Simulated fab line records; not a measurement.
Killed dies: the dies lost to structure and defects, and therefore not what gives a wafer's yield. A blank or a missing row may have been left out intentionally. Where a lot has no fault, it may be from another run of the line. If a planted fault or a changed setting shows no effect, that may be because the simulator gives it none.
Comparing a struck lot with a sound one    flow gf180mcu    28 out of 602 route steps
Sound: the wafers L716.1, L716.4, L716.6. Struck: wafer L725.3; the same lot's L725.2 was not struck, so it is left out; see the end for the cause.
Each step with rows lists, per side, the tool, then ch with its chambers, then its first start. Under that, the readings that differ: sound wafers    struck wafers    difference of the means    sigmas: that difference in standard deviations of wafers without a fault.
alike: same words and numbers on both sides, and readings whose means sit less than 2 such deviations apart. not compared: any withheld reading, any reading some wafer has no value for, any bound like >300 that may hide the same value, and any number with overlapping values for which the record gives no deviation.
The two part at a step that has a row with sigmas, a row that says differs or no value, or rows on one side only. Numbers that have no deviation but don't overlap get no sigmas and don't part them. Lack of a reading on every wafer of one side parts them only where that side has two or more wafers.

first, 8 steps without rows for these wafers: GF_M5_DEVELOP_06 (develop time 60 s); GF_M5_ETCH_09 (etches Si3N4 in CF4/O2, target depth 52 nm, time 11.6 s); GF_M5_METAL_ETCH_10 (etches the open film in Cl2/BCl3, stops on SiO2, target depth 750.8 nm, time 125.1 s); GF_M5_STRIP_11 (strips in O2/N2); GF_M5_STRIP_12 (strips in post etch residue remover, time 1200 s); GF_M5_CLEAN_13 (cleans in DIW); GF_V5_CVD_00 (deposits SiO2, target thk 300 nm, time 50 s); GF_V5_CVD_02 (deposits SiO2 from TEOS, target thk 1450 nm, time 163.28 s).
GF_V5_CMP_04: polishes SiO2.
  sound on cmp-01 ch 2,3, day 26 02:46; struck on cmp-01 ch 0, day 29 01:07
reading                              sound              struck  difference  sigmas
model.SiO2_of_V5_CVD_02.thk-nm (nm)  855.8 856.2 855.3  771.4   -84.4       
  alike: motor-current-A, retaining-ring-pressure-frac
then, 9 steps without rows for these wafers: GF_V5_DEHYDRATE_06 (time 60 s); GF_V5_HMDS_07 (prime time 60 s); GF_V5_COAT_08; GF_V5_COAT_09 (resist thk 1000 nm); GF_V5_SOFTBAKE_10 (time 60 s); GF_V5_EXPOSE_11 (exposes mask Via5, target cd 260 nm); GF_V5_PEB_12 (peb time 90 s); GF_V5_DEVELOP_13 (develop time 60 s); GF_V5_ETCH_16 (etches BARC in N2/H2).
GF_V5_ETCH_17: etches SiO2 in C4F8/O2/Ar, stops on TiN, target depth 855 nm.
  sound on rie-diel-04 ch 1,2,3; struck on rie-diel-04 ch 1
reading                         sound              struck  difference  sigmas
oes-product-au (a.u.)           0.866 0.858 0.857  0.808   -0.052      -11
model.etch.depth-nm (nm)        855.8 856.2 855.3  771.4   -84.4       
model.V5.feature-depth-nm (nm)  855.8 856.2 855.3  771.4   -84.4       
then, 6 steps without rows for these wafers: GF_V5_STRIP_18 (strips in O2/N2); GF_V5_STRIP_19 (strips in post etch residue remover, time 1200 s); GF_V5_CLEAN_20 (cleans in DIW); GF_V5_SPUTTER_21 (material Ti, target thk 15 nm, time 80.02 s); GF_V5_SPUTTER_22 (material TiN, target thk 10 nm, time 40 s); GF_V5_CVD_23 (deposits W, target thk 350 nm, time 104.9 s).
GF_V5_CMP_26: polishes, stops on SiO2, t overpolish 15 s, target thk 0 nm.
  sound on cmp-02 ch 0,1,2, day 27 01:13; struck on cmp-02 ch 3, day 29 21:22
reading                              sound              struck  difference  sigmas
retaining-ring-pressure-frac         1.009 0.997 1.002  0.993   -0.010      -2
model.SiO2_of_V5_CVD_02.thk-nm (nm)  852 852.4 851.5    767.6   -84.4       
  alike: motor-current-A
then, 1 step without rows for these wafers: GF_TOP_METAL_SPUTTER_00 (material Ti, target thk 37.5 nm, time 150 s).
GF_PASSIVATION_PROBE_99:
  the record has rows for the struck wafers here (prober-01, day 31 14:07) and none for the sound ones

== WHERE THEY PART ==
At GF_V5_ETCH_17 first; at GF_PASSIVATION_PROBE_99 last (within this record only).

WHY: what the simulator had put in
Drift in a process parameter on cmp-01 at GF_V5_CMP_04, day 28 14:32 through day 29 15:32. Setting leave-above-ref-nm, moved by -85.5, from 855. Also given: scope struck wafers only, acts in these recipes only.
